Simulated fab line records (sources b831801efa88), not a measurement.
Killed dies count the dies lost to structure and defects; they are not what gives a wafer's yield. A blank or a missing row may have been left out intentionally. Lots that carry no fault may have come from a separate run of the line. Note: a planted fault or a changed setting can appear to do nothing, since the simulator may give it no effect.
Struck lot and sound lot, side by side :: flow sky130 :: 43 out of 708 route steps
Sound: these wafers, L166.1, L166.2, L166.6. Struck: wafer L172.1. (L172.3, L172.6 of the same lot were not struck and are left out.) The cause comes at the end.
For every step that has rows: the tool of each side, followed by ch and its chambers, followed by its first start. Under that, the readings that differ: sound wafers :: struck wafers :: difference of the means :: sigmas: that difference in standard deviations of wafers without a fault.
alike: a reading whose means differ by less than 2 such deviations, as well as words and numbers matching on both sides. not compared: withheld readings; readings where some wafer has no value; bounds like >300 that might hide an equal value; numbers whose values overlap and for which the record gives no deviation.
A row with sigmas, a row that says differs or no value, or rows on one side alone: a step with any of these is where the two part. When numbers do not overlap yet have no deviation, they are printed without sigmas and do not part them. A reading missing from all wafers of one side parts the sides only when that side holds two or more wafers.

SKY_VIA3_CMP_02: polishes SiO2.
  sound on cmp-01 ch 0,2, day 40 19:52; struck on cmp-01 ch 3, day 42 07:05
reading: motor_current_A (A)
sound: 9.8 12.0 9.6
struck: 13.3
difference: +2.8
sigmas: +2
SKY_VIA3_BOW_MEAS_03:
  sound: film_metro-01 at day 40 20:10; struck: film_metro-02 at day 42 07:23
  alike: VIA3_BOW
then, 8 steps without rows for these wafers: SKY_VIA3_DEHYDRATE_04 (time 60 s); SKY_VIA3_HMDS_05 (prime time 60 s); SKY_VIA3_COAT_06 (resist thk 60 nm); SKY_VIA3_COAT_07 (resist thk 450 nm); SKY_VIA3_SOFTBAKE_08 (time 90 s); SKY_VIA3_EXPOSE_09 (exposes mask VIM3, target cd 200 nm); SKY_VIA3_PEB_10; SKY_VIA3_DEVELOP_11 (develop time 60 s).
SKY_VIA3_CD_MEAS_12 targets a cd of 200 nm.
  sound: cd_sem-02 at day 41 20:41; struck: cd_sem-02 at day 43 06:26
  alike: cd_nm
SKY_VIA3_OVL_MEAS_13:
  sound: overlay-02 at day 41 20:49; struck: overlay-01 at day 43 06:34
  alike: VIA3_OVL
SKY_VIA3_ETCH_14: etches BARC in N2/H2, stops on SiO2, time 45.9 s, target depth 60 nm.
  sound on rie_diel-03 ch 0,1,2, day 41 20:51; struck on rie_diel-03 ch 1, day 43 06:36
  alike: drypump_motor_current_A, oes_product_au, throttle_valve_pct
  not compared: rf_hours_counter_h
SKY_VIA3_ETCH_15: etches SiO2 in C4F8/O2/Ar, stops on TiN, target depth 507 nm, time 78 s.
  sound on rie_diel-03 ch 0,1,2, day 41 20:53; struck on rie_diel-03 ch 1, day 43 06:38
  alike: oes_product_au
  not compared: rf_hours_counter_h
SKY_VIA3_STRIP_16: strips in O2/N2.
  sound on plasma_asher-02 ch 0,1, day 41 20:57; struck on plasma_asher-01 ch 1, day 43 06:42
  alike: drypump_motor_current_A, oes_product_au, strip_time_to_endpoint_s
  not compared: rf_hours_counter_h
then, 5 steps without rows for these wafers: SKY_VIA3_STRIP_17 (strips in post etch residue remover, time 1200 s); SKY_VIA3_CLEAN_18 (cleans in IPA, time 180 s); SKY_VIA3_CLEAN_19 (cleans in O3/DIW); SKY_VIA3_SPUTTER_20 (material TiN, target thk 20 nm, time 80 s); SKY_VIA3_CVD_21 (deposits W, target thk 390 nm, time 117.31 s).
SKY_VIA3_RS_MEAS_22: measures by four-point-probe.
  sound: film_metro-01 at day 41 21:46; struck: film_metro-01 at day 43 07:29
  alike: VIA3_W_RS
SKY_VIA3_THK_MEAS_23: measures by xrf.
  sound: film_metro-01 at day 41 21:53; struck: film_metro-01 at day 43 07:37
  alike: VIA3_W_THK
then, 5 steps without rows for these wafers: SKY_VIA3_CMP_24 (polishes, stops on SiO2, t overpolish 20 s, target thk 0 nm); SKY_METAL4_SPUTTER_00 (material Ti, target thk 15 nm, time 10 s); SKY_METAL4_SPUTTER_01 (material TiN, target thk 20 nm, time 16.7 s); SKY_METAL4_SPUTTER_02 (material AlCu, target thk 735 nm, time 39.1 s); SKY_METAL4_SPUTTER_03 (material Ti, target thk 5 nm, time 3.3 s).
SKY_METAL4_SPUTTER_04: material TiN, target thk 70 nm, time 58.3 s.
  sound: pvd_sputter-02 at day 41 22:20; struck: pvd_sputter-04 at day 43 08:05
  alike: throttle_valve_pct
then, 1 step without rows for these wafers: SKY_CAP2M_CVD_00 (deposits SiO2, target thk 15.5 nm).
SKY_CAP2M_THK_MEAS_01:
  sound: film_metro-01 at day 41 22:25; struck: film_metro-03 at day 43 08:09
  alike: CAP2M_CVD_00_THK
SKY_CAP2M_SPUTTER_02: material TiN, target thk 200 nm, time 166.7 s.
  sound: pvd_sputter-04 at day 41 22:29; struck: pvd_sputter-01 at day 43 08:13
  alike: susceptor_temp_C, throttle_valve_pct
SKY_CAP2M_RS_MEAS_03: measures by four-point-probe.
  sound: film_metro-04 at day 41 22:35; struck: film_metro-03 at day 43 08:19
  alike: CAP2M_TIN_RS
SKY_CAP2M_THK_MEAS_04: measures by xrf.
  sound: film_metro-04 at day 41 22:42; struck: film_metro-03 at day 43 08:26
  alike: CAP2M_TIN_THK
then, 7 steps without rows for these wafers: SKY_CAP2M_DEHYDRATE_05 (time 60 s); SKY_CAP2M_HMDS_06 (prime time 60 s); SKY_CAP2M_COAT_07 (resist thk 1140 nm); SKY_CAP2M_SOFTBAKE_08 (time 60 s); SKY_CAP2M_EXPOSE_09 (exposes mask CAP2M, target cd 1000 nm); SKY_CAP2M_PEB_10; SKY_CAP2M_DEVELOP_11 (develop time 60 s).
SKY_CAP2M_OVL_MEAS_12:
  sound: overlay-01 at day 42 21:10; struck: overlay-01 at day 44 07:52
reading: CAP2M_OVL (nm)
sound: 5.8 3.9 3.2
struck: -0.3
difference: -4.6
sigmas: -3
then, 1 step without rows for these wafers: SKY_CAP2M_METAL_ETCH_13 (etches TiN in Cl2/BCl3, stops on SiO2, target depth 220 nm, time 62.9 s).
-- the record jumps here: 5 days lie between the struck wafers' starts before and after (it left off in module CAP2M and takes up again in module PAD_OPEN, whose first step shown is number 708 of the route) --
SKY_PAD_OPEN_PROBE_99:
  sound: prober-02 at day 47 17:09; struck: prober-01 at day 48 20:44
reading: defect_limited_yield (%)
sound: 85.0 84.8 81.9
struck: 78.0
difference: -5.9
sigmas: -3

reading: killed_at_M0_to_M3
sound: 48 35 43
struck: 69
difference: +27
sigmas: +4

reading: killed_dies
sound: 74 75 89
struck: 108
difference: +29
sigmas: +3

reading: sort_bin_3_pad_short (%)
sound: 0.4 0.4 0.8
struck: 3.0
difference: +2.5
sigmas: +6

reading: sort_bin_5_function (%)
sound: 8.1 8.9 13.2
struck: 14.2
difference: +4.1
sigmas: +3

reading: sort_n_pass
sound: 418 417 403
struck: 384
difference: -29
sigmas: -3

reading: sort_yield_pct (%)
sound: 85.0 84.8 81.9
struck: 78.0
difference: -5.9
sigmas: -3

reading: model.etest.tester.sort_n_pass
sound: 418 417 403
struck: 384
difference: -29
sigmas: 

reading: model.etest.tester.sort_yield_pct (%)
sound: 84.96 84.76 81.91
struck: 78.05
difference: -5.83
sigmas: 

reading: model.etest.tester.sort_bin_5_pct (%)
sound: 8.13 8.943 13.21
struck: 14.23
difference: +4.14
sigmas: 

reading: model.etest.tester.sort_bin_3_pct (%)
sound: 0.4065 0.4065 0.813
struck: 3.049
difference: +2.507
sigmas: 
  alike: killed_at_M4_up, killed_at_contacts, killed_at_front_end, killed_at_other, killed_open, killed_short, sort_bin_6_memory

== WHERE THEY PART ==
Earliest at SKY_VIA3_CMP_02; latest, in this record, at SKY_PAD_OPEN_PROBE_99.

WHY: what the simulator had put in
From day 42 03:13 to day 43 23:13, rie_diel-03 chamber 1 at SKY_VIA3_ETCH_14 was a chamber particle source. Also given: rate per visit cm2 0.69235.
